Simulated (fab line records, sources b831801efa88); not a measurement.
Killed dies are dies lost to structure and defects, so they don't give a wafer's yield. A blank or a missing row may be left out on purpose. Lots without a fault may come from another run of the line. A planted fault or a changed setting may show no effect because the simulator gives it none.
A struck lot beside a sound one | flow sfq_line | 41 steps out of a route of 325
Sound: wafers L694.4, L694.5, L694.6. Struck: wafers L707.1, L707.3, L707.6. The cause comes at the end.
At each step with rows: each side's tool, then ch and its chambers, then its first start. Under that, the readings that differ: sound wafers | struck wafers | difference of the means | sigmas: that difference in standard deviations of wafers without a fault.
alike: readings whose means differ by less than 2 such deviations, and words and numbers that are the same on both sides. not compared: withheld readings, readings that some wafer has no value for, bounds like >300 that may hide the same value, and numbers for which the record gives no deviation and whose values overlap.
The two part at a step that has a row with sigmas, a row that says differs or no value, or rows on one side only. Numbers that don't overlap but have no deviation are shown without sigmas and don't part them. A reading that every wafer of one side lacks parts them only if that side has two wafers or more.

SFQ_C5_OVL_MEAS_937:
  sound on overlay-02, day 61 08:08; struck on overlay-01, day 70 20:12
  alike: C5_OVL
then, 1 step without rows for these wafers: SFQ_TRILAYER_C5_BARC_OPEN_VIA_ETCH_210 (etches BARC in O2, target depth 125 nm, time 41.7 s).
SFQ_TRILAYER_C5_ETCH_VIA_ETCH_154: etches SiO2 in CHF3, stops on Nb, target depth 84 nm.
  sound on rie_diel-03 ch 2,3, day 61 08:11; struck on rie_diel-01 ch 2,3, day 70 20:18
  alike: drypump_motor_current_A, oes_product_au
then, 3 steps without rows for these wafers: SFQ_TRILAYER_C5_STRIP_STRIP_155 (strips in O2); SFQ_TRILAYER_C5_STRIP_SOLV_CLEAN_156 (cleans in NMP, time 600 s); SFQ_TRILAYER_M6_DEP_PRE_CLEAN_158 (time 22.5 s).
SFQ_TRILAYER_M6_DEP_SPUTTER_157: material Nb, target thk 200 nm, time 133.3 s.
  sound on pvd_sputter-04, day 61 09:39; struck on pvd_sputter-06, day 70 21:10
  alike: throttle_valve_pct
SFQ_M6_RS_MEAS_938: measures by four-point-probe.
  sound on film_metro-01, day 61 09:48; struck on film_metro-04, day 70 21:16
  alike: M6_NB_RS
then, 3 steps without rows for these wafers: SFQ_TRILAYER_M6_LITHO_COAT_164 (resist thk 62 nm); SFQ_TRILAYER_M6_LITHO_COAT_159 (resist thk 600 nm); SFQ_TRILAYER_M6_LITHO_SOFTBAKE_163.
SFQ_TRILAYER_M6_LITHO_EXPOSE_160: exposes mask M6, target cd 500 nm.
  sound on krf_scanner-01 ch 0, day 67 02:47; struck on krf_scanner-01 ch 0, day 72 00:42
  reading              | sound                | struck            | difference | sigmas
  exposure_dose_mJ_cm2 | 14.419 14.406 14.408 | 9.893 9.894 9.893 | -4.518     | -99 or more
  alike: mask
then, 2 steps without rows for these wafers: SFQ_TRILAYER_M6_LITHO_PEB_162 (peb time 60 s); SFQ_TRILAYER_M6_LITHO_DEVELOP_161 (time 60 s).
SFQ_M6_OVL_MEAS_940:
  sound on overlay-01, day 67 03:42; struck on overlay-01, day 72 02:12
  alike: M6_OVL
SFQ_TRILAYER_M6_BARC_OPEN_METAL_ETCH_206: etches BARC in O2, target depth 125 nm, time 41.7 s.
  sound on rie_metal-04 ch 0,1, day 67 03:44; struck on rie_metal-01 ch 0,1, day 72 02:14
  reading             | sound             | struck          | difference | sigmas
  model.M6.cd_nm (nm) | 499.4 498.3 500.4 | 563 564.5 563.6 | +64        |
  alike: drypump_motor_current_A, oes_product_au
  not compared: rf_hours_counter_h
SFQ_TRILAYER_M6_ETCH_METAL_ETCH_162: etches Nb in Cl2/Ar, stops on SiO2, target depth 240 nm, time 120 s.
  sound on rie_metal-04 ch 0,1, day 67 03:49; struck on rie_metal-01 ch 0,1, day 72 02:18
  reading             | sound             | struck            | difference | sigmas
  model.M6.cd_nm (nm) | 499.3 498.1 499.9 | 563.8 564.1 563.9 | +64.8      |
  alike: drypump_motor_current_A, oes_product_au
  not compared: rf_hours_counter_h
then, 3 steps without rows for these wafers: SFQ_TRILAYER_M6_STRIP_STRIP_163 (strips in O2); SFQ_TRILAYER_M6_STRIP_SOLV_CLEAN_164 (cleans in NMP, time 600 s); SFQ_TRILAYER_I6_DEP_PECVD_165 (deposits SiO2 from SiH4/N2O, time 111.11 s, target thk 500 nm).
SFQ_TRILAYER_I6_CMP_CMP_166: polishes SiO2.
  sound on cmp-02 ch 0,1,2, day 67 06:16; struck on cmp-02 ch 0,1, day 72 03:53
  alike: edge_zone_pressure_frac, motor_current_A, time_to_endpoint_s
SFQ_I6_BOW_MEAS_941:
  sound on film_metro-02, day 67 07:49; struck on film_metro-03, day 72 06:53
  alike: I6_BOW
then, 7 steps without rows for these wafers: SFQ_TRILAYER_I6_METRO_MEASURE_167; SFQ_TRILAYER_I6_VIA_LITHO_COAT_174 (resist thk 62 nm); SFQ_TRILAYER_I6_VIA_LITHO_COAT_169 (resist thk 650 nm); SFQ_TRILAYER_I6_VIA_LITHO_SOFTBAKE_173; SFQ_TRILAYER_I6_VIA_LITHO_EXPOSE_170 (exposes mask I6, target cd 700 nm); SFQ_TRILAYER_I6_VIA_LITHO_PEB_172 (peb time 60 s); SFQ_TRILAYER_I6_VIA_LITHO_DEVELOP_171 (time 60 s).
SFQ_I6_OVL_MEAS_942:
  sound on overlay-01, day 69 01:22; struck on overlay-02, day 73 05:36
  alike: I6_OVL
SFQ_TRILAYER_I6_VIA_BARC_OPEN_VIA_ETCH_235: etches BARC in O2, target depth 125 nm, time 41.7 s.
  sound on rie_diel-04 ch 0,1,3, day 69 01:23; struck on rie_diel-03 ch 0,1,3, day 73 05:38
  alike: drypump_motor_current_A, oes_product_au
  not compared: rf_hours_counter_h
SFQ_TRILAYER_I6_VIA_ETCH_VIA_ETCH_172: etches SiO2 in CHF3, stops on Nb, target depth 260 nm.
  sound on rie_diel-04 ch 0,1,3, day 69 01:26; struck on rie_diel-03 ch 0,1,3, day 73 05:41
  alike: drypump_motor_current_A, oes_product_au
then, 4 steps without rows for these wafers: SFQ_TRILAYER_I6_VIA_STRIP_STRIP_173 (strips in O2); SFQ_TRILAYER_I6_VIA_STRIP_SOLV_CLEAN_174 (cleans in NMP, time 600 s); SFQ_TRILAYER_M7_DEP_PRE_CLEAN_176 (time 22.5 s); SFQ_TRILAYER_M7_DEP_SPUTTER_175 (material Nb, target thk 200 nm, time 133.3 s).
SFQ_M7_RS_MEAS_943: measures by four-point-probe.
  sound on film_metro-03, day 69 02:30; struck on film_metro-01, day 73 06:41
  alike: M7_NB_RS
then, 3 steps without rows for these wafers: SFQ_TRILAYER_M7_LITHO_COAT_182 (resist thk 62 nm); SFQ_TRILAYER_M7_LITHO_COAT_177 (resist thk 600 nm); SFQ_TRILAYER_M7_LITHO_SOFTBAKE_181.
-- the record jumps here: 8 days lie between the struck wafers' starts before and after --
SFQ_M8_BOW_MEAS_951:
  sound on film_metro-02, day 75 06:26; struck on film_metro-02, day 80 19:07
  reading               | sound             | struck            | difference | sigmas
  model.etest.m6.ohm_um | 1.796 1.791 1.786 | 1.562 1.565 1.586 | -0.220     |
  alike: M8_BOW

WHERE THEY PART
Only at SFQ_TRILAYER_M6_LITHO_EXPOSE_160, within this record. Later steps at which nothing parts them and some readings are alike: SFQ_M6_OVL_MEAS_940, SFQ_TRILAYER_M6_BARC_OPEN_METAL_ETCH_206, SFQ_TRILAYER_M6_ETCH_METAL_ETCH_162, SFQ_TRILAYER_I6_CMP_CMP_166, SFQ_I6_BOW_MEAS_941, SFQ_I6_OVL_MEAS_942, SFQ_TRILAYER_I6_VIA_BARC_OPEN_VIA_ETCH_235, SFQ_TRILAYER_I6_VIA_ETCH_VIA_ETCH_172, SFQ_M7_RS_MEAS_943, SFQ_M8_BOW_MEAS_951.

WHY: what the simulator had put in
Process parameter drift: krf_scanner-01, from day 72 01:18 on, at SFQ_TRILAYER_M6_LITHO_EXPOSE_160. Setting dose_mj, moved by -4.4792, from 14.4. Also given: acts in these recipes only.
